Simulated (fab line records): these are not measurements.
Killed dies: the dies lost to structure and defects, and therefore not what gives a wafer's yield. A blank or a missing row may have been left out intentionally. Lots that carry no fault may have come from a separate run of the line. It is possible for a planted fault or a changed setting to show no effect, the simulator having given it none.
fab line records | flow sfqLine
record lots=5 | wafers=15 | lastDay=95
route steps=325 shown M5@204 A5B@209 R5@212
lots with no fault: from the same line, run without faults
startH: the number of hours between the record's first day and the start of the first shown wafer of the lot | waitH: hours elapsed since this lot's preceding step | " same as the row above | L1.1+2: a row that stands for several wafers | - no value, or no start was given | * or withheld: withheld | < > ~ a bound
route shown NAME@n: NAME is a module with steps in the file, n the number in the route of the first one | usual: mean/standard deviation taken from wafers without a fault | same: alike in all rows | chamber/n: place in a boat | sites: readings site by site | _std_site: how widely they spread, as a standard deviation | _edge_site: mean of outer sites minus mean of inner sites | radiusMm: how far each site lies from the wafer's centre | mask NAME#n: copy n | behind: the last tool/chamber to shape the wafer | hold: what put the lot on hold/how long, in hours/how the hold closed | device: transistor that didn't switch, given as n, p or np | end of line: the tests these same wafers got at the end of their route | a step given without rows: its recipe and nothing more | killed: at the first sort, the dies lost to defects and structure; wafer yield is something else | map: dies across one wafer; x = killed, . = not, _ = none there
set.NAME: the setting the step ran with; set.NAME@STEP: the setting that earlier step ran with | model.NAME: the simulator's own value behind a step, which no gauge read
lots at some steps of the route; a table a step, a row a wafer
services: when a tool's chamber went out of use (startH, in hours from the record's first day, below 0 if earlier), for how many hours, and the reason
## steps
# step SFQ_M5_OVL_MEAS_932
# usual M5_OVL=0/5.6
lot.wafer | tool       | chamber | startH  | waitH | M5_OVL[nm]
L076.2    | overlay-02 | -       | 1442.02 | 0.1   | -3
L076.3    | "          | -       | "       | "     | -10
L076.6    | "          | -       | "       | "     | -4
L079.2    | overlay-02 | -       | 1454.02 | 0.1   | -1
L079.5    | "          | -       | "       | "     | 3
L079.6    | "          | -       | "       | "     | -5
L082.2    | overlay-01 | -       | 1473.31 | 0.1   | 8
L082.3    | "          | -       | "       | "     | 5
L082.6    | "          | -       | "       | "     | 1
L084.1    | overlay-02 | -       | 1493.71 | 0.1   | 1
L084.2    | "          | -       | "       | "     | 8
L084.6    | "          | -       | "       | "     | 6
L096.1    | overlay-01 | -       | 1753.70 | 0.1   | -3
L096.2    | "          | -       | "       | "     | 2
L096.5    | "          | -       | "       | "     | -4
# step SFQ_TRILAYER_M5_BARC_OPEN_METAL_ETCH_161
# recipe maskMaterial=PR | chemistry=O2 | targetDepthNm=125 | target=BARC | icpW=600 | biasW=80 | pressureMtorr=10 | timeS=41.7
# usual drypumpMotorCurrentA=5.9/0.36 | heBacksideLeakSccm=3.34/0.18 | oesProductAu=0.685/0.005
# same timeS=41.7
lot.wafer | tool        | chamber | startH  | waitH | drypumpMotorCurrentA | heBacksideLeakSccm | oesProductAu | rfHoursCounterH
L076.2    | rieMetal-02 | 1       | 1442.05 | 0.0   | 6.2                  | 3.49               | 0.681        | 129
L076.3    | "           | 1       | "       | "     | 6.3                  | 3.40               | 0.684        | -
L076.6    | "           | 1       | "       | "     | 6.2                  | 3.54               | 0.682        | -
L079.2    | rieMetal-04 | 1       | 1454.05 | 0.0   | 6.1                  | 3.46               | 0.684        | 93
L079.5    | "           | 1       | "       | "     | 6.1                  | 3.47               | 0.688        | -
L079.6    | "           | 0       | "       | "     | 6.2                  | 3.40               | 0.683        | -
L082.2    | rieMetal-02 | 1       | 1473.34 | 0.0   | 6.3                  | 3.37               | 0.683        | 132
L082.3    | "           | 1       | "       | "     | 6.3                  | 3.45               | 0.678        | -
L082.6    | "           | 0       | "       | "     | 5.4                  | 2.61               | 0.690        | -
L084.1    | rieMetal-02 | 1       | 1493.74 | 0.0   | 6.3                  | 3.49               | 0.686        | 135
L084.2    | "           | 0       | "       | "     | 5.4                  | 3.34               | 0.684        | 53
L084.6    | "           | 0       | "       | "     | 5.4                  | 3.33               | 0.689        | -
L096.1    | rieMetal-01 | 1       | 1753.74 | 0.0   | 5.5                  | 3.52               | 0.682        | 114
L096.2    | "           | 0       | "       | "     | 5.9                  | 3.34               | 0.693        | 94
L096.5    | "           | 0       | "       | "     | 5.9                  | 3.81               | 0.682        | -
# step SFQ_TRILAYER_M5_ETCH_METAL_ETCH_126
# recipe target=Nb | stopOn=SiO2 | maskMaterial=PR | overEtchFrac=0.15 | timeS=203.2 | chemistry=Cl2/BCl3 | targetDepthNm=265 | icpW=600 | biasW=80 | pressureMtorr=10
# usual drypumpMotorCurrentA=5.9/0.36 | heBacksideLeakSccm=3.32/0.27 | oesProductAu=0.728/0.0063
# same timeS=203.2
lot.wafer | tool        | chamber | startH  | waitH | drypumpMotorCurrentA | heBacksideLeakSccm | oesProductAu | rfHoursCounterH
L076.2    | rieMetal-02 | 1       | 1442.11 | 0.0   | 6.3                  | 3.33               | 0.723        | 129
L076.3    | "           | 1       | "       | "     | 6.3                  | 3.36               | 0.723        | -
L076.6    | "           | 1       | "       | "     | 6.3                  | 3.31               | 0.723        | -
L079.2    | rieMetal-04 | 1       | 1454.11 | 0.0   | 6.1                  | 3.35               | 0.734        | 93
L079.5    | "           | 1       | "       | "     | 6.1                  | 3.23               | 0.748        | -
L079.6    | "           | 0       | "       | "     | 6.3                  | 3.40               | 0.732        | -
L082.2    | rieMetal-02 | 1       | 1473.40 | 0.0   | 6.2                  | 3.46               | 0.730        | 132
L082.3    | "           | 1       | "       | "     | 6.2                  | 3.44               | 0.736        | -
L082.6    | "           | 0       | "       | "     | 5.4                  | 3.00               | 0.737        | -
L084.1    | rieMetal-02 | 1       | 1493.80 | 0.0   | 6.2                  | 3.29               | 0.723        | 135
L084.2    | "           | 0       | "       | "     | 5.4                  | 3.26               | 0.722        | 53
L084.6    | "           | 0       | "       | "     | 5.4                  | 2.93               | 0.715        | -
L096.1    | rieMetal-01 | 1       | 1753.80 | 0.0   | 5.5                  | 3.58               | 0.727        | 114
L096.2    | "           | 0       | "       | "     | 5.9                  | 3.46               | 0.724        | 95
L096.5    | "           | 0       | "       | "     | 5.9                  | 3.22               | 0.728        | -
# step SFQ_TRILAYER_M5_STRIP_STRIP_127
# recipe gas=O2 | powerW=200 | platenTempC=40 | overashFraction=0.65 | chemistry=O2 | pressureMtorr=50
# usual drypumpMotorCurrentA=5.9/0.36 | heBacksideLeakSccm=3.34/0.18 | oesProductAu=1.004/0.0086
# same overashFraction=0.65
lot.wafer | tool        | chamber | startH  | waitH | drypumpMotorCurrentA | heBacksideLeakSccm | oesProductAu | rfHoursCounterH
L076.2    | rieMetal-02 | 1       | 1442.30 | 0.1   | 6.2                  | 3.36               | 0.990        | 129
L076.3    | "           | 1       | "       | "     | 6.2                  | 3.50               | 1.004        | -
L076.6    | "           | 1       | "       | "     | 6.2                  | 3.39               | 0.999        | -
L079.2    | rieMetal-04 | 1       | 1454.30 | 0.1   | 6.0                  | 3.26               | 1.008        | 93
L079.5    | "           | 1       | "       | "     | 6.0                  | 3.27               | 1.012        | -
L079.6    | "           | 0       | "       | "     | 6.2                  | 3.53               | 1.000        | -
L082.2    | rieMetal-02 | 1       | 1473.60 | 0.1   | 6.3                  | 3.49               | 1.008        | 133
L082.3    | "           | 1       | "       | "     | 6.2                  | 3.47               | 1.000        | -
L082.6    | "           | 0       | "       | "     | 5.4                  | 2.93               | 0.996        | -
L084.1    | rieMetal-02 | 1       | 1494.00 | 0.1   | 6.3                  | 3.36               | 0.997        | 135
L084.2    | "           | 0       | "       | "     | 5.4                  | 3.05               | 1.001        | 53
L084.6    | "           | 0       | "       | "     | 5.4                  | 3.12               | 0.993        | -
L096.1    | rieMetal-01 | 1       | 1753.99 | 0.1   | 5.4                  | 3.64               | 1.007        | 115
L096.2    | "           | 0       | "       | "     | 5.9                  | 3.17               | 1.005        | 95
L096.5    | "           | 0       | "       | "     | 5.9                  | 3.15               | 1.011        | -
# step SFQ_TRILAYER_M5_STRIP_SOLV_CLEAN_128
# recipe chemistry=NMP | tempC=70 | timeS=600
# same timeS=600
lot.wafer  | tool        | chamber | startH  | waitH
L076.2+3+6 | wetBench-03 | 3,2,5   | 1442.90 | 0.4
L079.2+5+6 | wetBench-03 | 0,1,3   | 1454.90 | 0.4
L082.2+3+6 | wetBench-01 | 4,6,3   | 1474.20 | 0.4
L084.1+2+6 | wetBench-02 | 5,3,4   | 1494.60 | 0.4
L096.1+2+5 | wetBench-01 | 1,5,0   | 1754.59 | 0.4
# step SFQ_TRILAYER_A5B_DEP_PECVD_129
# recipe material=SiO2 | tempC=150 | timeS=133.33 | pressureTorr=2.4 | rfW=183.3 | precursor=SiH4/N2O | targetThkNm=600
# usual heaterPowerOuterW=27/9.6 | heaterPowerW=79/14 | throttleValvePct=24.9/1.3
# same timeS=133.33
lot.wafer | tool     | chamber | startH  | waitH | heaterPowerOuterW | heaterPowerW | throttleValvePct
L076.2    | pecvd-04 | 2       | 1443.08 | 0.0   | 19                | 65           | 25.6
L076.3    | "        | 1       | "       | "     | 30                | 83           | 24.8
L076.6    | "        | 0       | "       | "     | 37                | 86           | 25.2
L079.2    | pecvd-01 | 2       | 1455.09 | 0.0   | 33                | 85           | 25.6
L079.5    | "        | 0       | "       | "     | 9                 | 62           | 27.2
L079.6    | "        | 1       | "       | "     | 25                | 80           | 23.8
L082.2    | pecvd-04 | 1       | 1474.37 | 0.0   | 36                | 93           | 25.2
L082.3    | "        | 0       | "       | "     | 38                | 86           | 25.5
L082.6    | "        | 0       | "       | "     | 39                | 88           | 25.5
L084.1    | pecvd-04 | 1       | 1494.77 | 0.0   | 32                | 86           | 25.2
L084.2    | "        | 2       | "       | "     | 15                | 62           | 25.2
L084.6    | "        | 2       | "       | "     | 18                | 68           | 25.5
L096.1    | pecvd-04 | 1       | 1754.77 | 0.0   | 29                | 85           | 23.1
L096.2    | "        | 0       | "       | "     | 36                | 87           | 22.9
L096.5    | "        | 0       | "       | "     | 40                | 92           | 22.9
# step SFQ_TRILAYER_A5B_CMP_CMP_130
# recipe stopOn=Nb | downForcePsi=3 | platenRpm=60 | targetThkNm=340.7
# usual motorCurrentA=10.0/0.95 | retainingRingPressureFrac=1.000/0.0055
lot.wafer | tool   | chamber | startH  | waitH | motorCurrentA | retainingRingPressureFrac
L076.2    | cmp-01 | 3       | 1445.45 | 2.3   | 9.3           | 0.998
L076.3    | "      | 0       | "       | "     | 10.9          | 1.003
L076.6    | "      | 2       | 1446.95 | 3.8   | 10.0          | 0.996
L079.2    | cmp-01 | 3       | 1456.18 | 1.0   | 9.3           | 1.009
L079.5    | "      | 1       | 1457.18 | 2.0   | 10.8          | 1.003
L079.6    | "      | 2       | "       | "     | 9.9           | 1.003
L082.2    | cmp-01 | 2       | 1474.46 | 0.0   | 10.0          | 0.997
L082.3    | "      | 3       | "       | "     | 9.2           | 0.991
L082.6    | "      | 3       | 1476.96 | 2.5   | 9.6           | 0.998
L084.1    | cmp-01 | 1       | 1495.36 | 0.5   | 11.0          | 1.004
L084.2    | "      | 3       | 1496.36 | 1.5   | 9.3           | 1.005
L084.6    | "      | 0       | "       | "     | 10.6          | 0.999
L096.1    | cmp-01 | 2       | 1754.90 | 0.1   | 9.7           | 1.004
L096.2    | "      | 0       | 1755.90 | 1.1   | 11.1          | 1.014
L096.5    | "      | 2       | 1756.90 | 2.0   | 9.6           | 1.003
# step SFQ_TRILAYER_A5B_METRO_MEASURE_131
# usual thkNm=342/6.3
lot.wafer | tool         | chamber | startH  | waitH | thkNm
L076.2    | filmMetro-04 | -       | 1448.15 | 2.2   | 345
L076.3    | "            | -       | "       | "     | 341
L076.6    | "            | -       | "       | "     | 337
L079.2    | filmMetro-01 | -       | 1458.38 | 1.7   | 342
L079.5    | "            | -       | "       | "     | 336
L079.6    | "            | -       | "       | "     | 332
L082.2    | filmMetro-04 | -       | 1477.66 | 2.7   | 334
L082.3    | "            | -       | "       | "     | 333
L082.6    | "            | -       | "       | "     | 335
L084.1    | filmMetro-04 | -       | 1497.86 | 2.0   | 345
L084.2    | "            | -       | "       | "     | 344
L084.6    | "            | -       | "       | "     | 348
L096.1    | filmMetro-02 | -       | 1757.90 | 2.5   | 337
L096.2    | "            | -       | "       | "     | 344
L096.5    | "            | -       | "       | "     | 340
# step SFQ_TRILAYER_R5_DEP_SPUTTER_132
# recipe material=Ti | basePressurePa=1.33e-06 | targetThkNm=5 | powerW=2000 | timeS=5 | chamberPressurePa=0.4
# usual chamberPressurePa=0.3999/0.0008 | throttleValvePct=30.2/1.3
# same timeS=5
lot.wafer | tool          | chamber | startH  | waitH | chamberPressurePa | throttleValvePct
L076.2    | pvdSputter-04 | -       | 1449.15 | 0.8   | 0.3997            | 31.2
L076.3    | "             | -       | "       | "     | 0.3997            | 31.2
L076.6    | "             | -       | "       | "     | 0.4000            | 31.1
L079.2    | pvdSputter-04 | -       | 1459.38 | 0.8   | 0.4002            | 31.7
L079.5    | "             | -       | "       | "     | 0.4002            | 31.3
L079.6    | "             | -       | "       | "     | 0.3990            | 30.7
L082.2    | pvdSputter-05 | -       | 1478.66 | 0.8   | 0.4006            | 26.7
L082.3    | "             | -       | "       | "     | 0.3991            | 30.0
L082.6    | "             | -       | "       | "     | 0.3991            | 27.0
L084.1    | pvdSputter-05 | -       | 1499.06 | 1.0   | 0.3994            | 29.9
L084.2    | "             | -       | "       | "     | 0.3991            | 30.2
L084.6    | "             | -       | "       | "     | 0.3994            | 30.2
L096.1    | pvdSputter-04 | -       | 1759.10 | 1.0   | 0.3987            | 30.8
L096.2    | "             | -       | "       | "     | 0.3990            | 31.2
L096.5    | "             | -       | "       | "     | 0.4013            | 31.0
## services
tool          | chamber | startH  | hours | kind
pecvd-04      | 2       | 1421.17 | 4.6   | repair
cmp-01        | -       | 1438.23 | 0.7   | repair
pvdSputter-04 | -       | 1455.75 | 2.8   | repair
filmMetro-04  | -       | 1473.65 | 1.3   | pm
cmp-01        | -       | 1477.82 | 1.6   | repair
pecvd-04      | -       | 1485.15 | 2.3   | repair
pecvd-04      | -       | 1512.06 | 2.8   | pm
rieMetal-04   | 1       | 1535.69 | 44.0  | repair
pecvd-04      | -       | 1542.88 | 12.1  | repair
rieMetal-04   | -       | 1545.24 | 0.8   | repair
rieMetal-04   | 0       | 1545.38 | 7.4   | repair
filmMetro-04  | -       | 1558.21 | 1.3   | pm
cmp-01        | -       | 1560.44 | 0.6   | repair
filmMetro-04  | -       | 1581.10 | 0.4   | pm
cmp-01        | -       | 1610.15 | 4.0   | pm
cmp-01        | -       | 1657.27 | 1.5   | repair
pecvd-04      | -       | 1669.32 | 0.3   | repair
pecvd-04      | -       | 1686.25 | 14.0  | pm
cmp-01        | -       | 1696.41 | 0.2   | repair
cmp-01        | -       | 1715.98 | 3.4   | pm
rieMetal-02   | 1       | 1724.98 | 5.9   | repair
cmp-01        | -       | 1748.65 | 1.2   | repair
cmp-01        | -       | 1749.81 | 0.7   | repair
pecvd-04      | 2       | 1753.22 | 4.1   | repair
## key
fault none
